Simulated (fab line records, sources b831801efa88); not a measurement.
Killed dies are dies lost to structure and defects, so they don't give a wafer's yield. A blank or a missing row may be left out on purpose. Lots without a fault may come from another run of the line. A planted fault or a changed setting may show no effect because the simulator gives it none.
A struck lot beside a sound one | flow sfq_line | 14 steps out of a route of 325
Sound: wafers L838.2, L838.4, L838.6. Struck: wafers L840.1, L840.2, L840.5. The cause comes at the end.
At each step with rows: each side's tool, then ch and its chambers, then its first start. Under that, the readings that differ: sound wafers | struck wafers | difference of the means | sigmas: that difference in standard deviations of wafers without a fault.
alike: readings whose means differ by less than 2 such deviations, and words and numbers that are the same on both sides. not compared: withheld readings, readings that some wafer has no value for, bounds like >300 that may hide the same value, and numbers for which the record gives no deviation and whose values overlap.
The two part at a step that has a row with sigmas, a row that says differs or no value, or rows on one side only. Numbers that don't overlap but have no deviation are shown without sigmas and don't part them. A reading that every wafer of one side lacks parts them only if that side has two wafers or more.

first, 6 steps without rows for these wafers: SFQ_TRILAYER_M0_LITHO_COAT_026 (resist thk 62 nm); SFQ_TRILAYER_M0_LITHO_COAT_021 (resist thk 600 nm); SFQ_TRILAYER_M0_LITHO_SOFTBAKE_025; SFQ_TRILAYER_M0_LITHO_EXPOSE_022 (exposes mask M0, target cd 500 nm); SFQ_TRILAYER_M0_LITHO_PEB_024 (peb time 60 s); SFQ_TRILAYER_M0_LITHO_DEVELOP_023 (time 60 s).
SFQ_M0_OVL_MEAS_906:
  sound on overlay-01, day 16 00:33; struck on overlay-02, day 16 12:39
  alike: M0_OVL
SFQ_TRILAYER_M0_BARC_OPEN_METAL_ETCH_031: etches BARC in O2, target depth 125 nm, time 41.7 s.
  sound on rie_metal-01 ch 0,1, day 16 00:35; struck on rie_metal-01 ch 0,1, day 16 12:41
  alike: drypump_motor_current_A, oes_product_au
  not compared: rf_hours_counter_h
SFQ_TRILAYER_M0_ETCH_METAL_ETCH_024: etches Nb in Cl2/Ar, stops on SiO2, target depth 240 nm, time 120 s.
  sound on rie_metal-01 ch 0,1, day 16 00:38; struck on rie_metal-01 ch 0,1, day 16 12:44
  alike: drypump_motor_current_A, oes_product_au
  not compared: rf_hours_counter_h
SFQ_TRILAYER_M0_STRIP_STRIP_025: strips in O2.
  sound on rie_metal-01 ch 0,1, day 16 00:46; struck on rie_metal-01 ch 0,1, day 16 12:52
  alike: drypump_motor_current_A, oes_product_au
  not compared: rf_hours_counter_h
then, 1 step without rows for these wafers: SFQ_TRILAYER_M0_STRIP_SOLV_CLEAN_026 (cleans in NMP, time 600 s).
SFQ_TRILAYER_I0_DEP_PECVD_027: deposits SiO2 from SiH4/N2O, time 111.11 s, target thk 500 nm.
  sound on pecvd-03 ch 0,1,2, day 16 01:32; struck on pecvd-03 ch 1,2, day 16 13:38
  reading                                             | sound             | struck            | difference | sigmas
  run_length_s (s)                                    | 139.5 139.6 138.3 | 132.1 130.6 131.9 | -7.6       | -14
  model.SiO2_of_TRILAYER_I0_DEP_PECVD_027.thk_nm (nm) | 486.5 507.8 509.7 | 460.6 467 463.7   | -37.6      |
  alike: heater_power_w, throttle_valve_pct
SFQ_TRILAYER_I0_CMP_CMP_028: polishes SiO2.
  sound on cmp-02 ch 0,1,2, day 16 02:07; struck on cmp-02 ch 0,1, day 16 13:43
  reading                | sound       | struck      | difference | sigmas
  time_to_endpoint_s (s) | 209 220 228 | 180 194 194 | -30        | -4
  alike: motor_current_A
SFQ_I0_BOW_MEAS_907:
  sound on film_metro-02, day 16 04:38; struck on film_metro-02, day 16 16:43
  alike: I0_BOW

WHERE THEY PART
First at SFQ_TRILAYER_I0_DEP_PECVD_027; last, within this record, at SFQ_TRILAYER_I0_CMP_CMP_028. Later steps at which nothing parts them and some readings are alike: SFQ_I0_BOW_MEAS_907.

WHY: what the simulator had put in
Process parameter drift: pecvd-03, from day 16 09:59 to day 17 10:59, at SFQ_TRILAYER_I0_DEP_PECVD_027. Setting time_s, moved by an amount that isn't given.
